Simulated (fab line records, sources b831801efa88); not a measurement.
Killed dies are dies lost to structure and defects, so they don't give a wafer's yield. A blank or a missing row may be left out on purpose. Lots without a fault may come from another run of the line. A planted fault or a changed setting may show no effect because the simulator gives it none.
Chamber matching | flow sky130 | SKY_LI_CONTACT_CMP_02 on cmp-01: 4 sister chambers
The step polishes PSG. 8 wafers are shown with their chamber, then 6 later ones without.

WAFERS WITH THEIR CHAMBER
wafer  | chamber | motor_current_A (A) | time_to_endpoint_s (s)
L862.5 | 1       | 13.0                | 31.4
L863.4 | 3       | 13.2                | 33.7
L869.5 | 3       | 12.8                | 32.7
L869.6 | 0       | 11.6                | 31.2
L870.4 | 0       | 12.3                | 31.1
L870.6 | 2       | 15.6                | 31.1
L877.1 | 2       | 15.1                | 31.9
L877.3 | 1       | 11.9                | 30.8

WAFERS WITHOUT THEIR CHAMBER
wafer  | motor_current_A (A) | time_to_endpoint_s (s)
L884.2 | 11.8                | 34.5
L884.4 | 15.3                | 32.4
L884.6 | 15.1                | 34.7
L885.1 | 11.7                | 32.7
L885.3 | 11.9                | 26.6
L885.4 | 15.5                | 34.8

WHICH CHAMBER EACH WENT THROUGH
wafer  | from the rows above          | in truth
L884.2 | 3                            | 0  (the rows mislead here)
L884.4 | 2                            | 2
L884.6 | can't be placed: 3 or 2      | 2
L885.1 | can't be placed: 3 or 0 or 1 | 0
L885.3 | can't be placed: 1 or 0      | 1
L885.4 | can't be placed: 3 or 2      | 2
Placed correctly: 1 of 6. Can't be placed from these rows: 4 (the true chamber is among the candidates in 4). Placed wrongly: 1.
How it was worked out, from the rows above alone: a wafer's distance from a chamber is the root of the sum, over the readings, of the square of ((its reading less the chamber's mean) divided by the reading's scatter). The wafer belongs to the nearest chamber; if the next one is less than 2 further off, it can't be placed. A chamber's mean is the mean of its shown wafers. The scatter: the root of (the sum of the squares of (reading less its chamber's mean) over the shown wafers, divided by (wafers less chambers)).
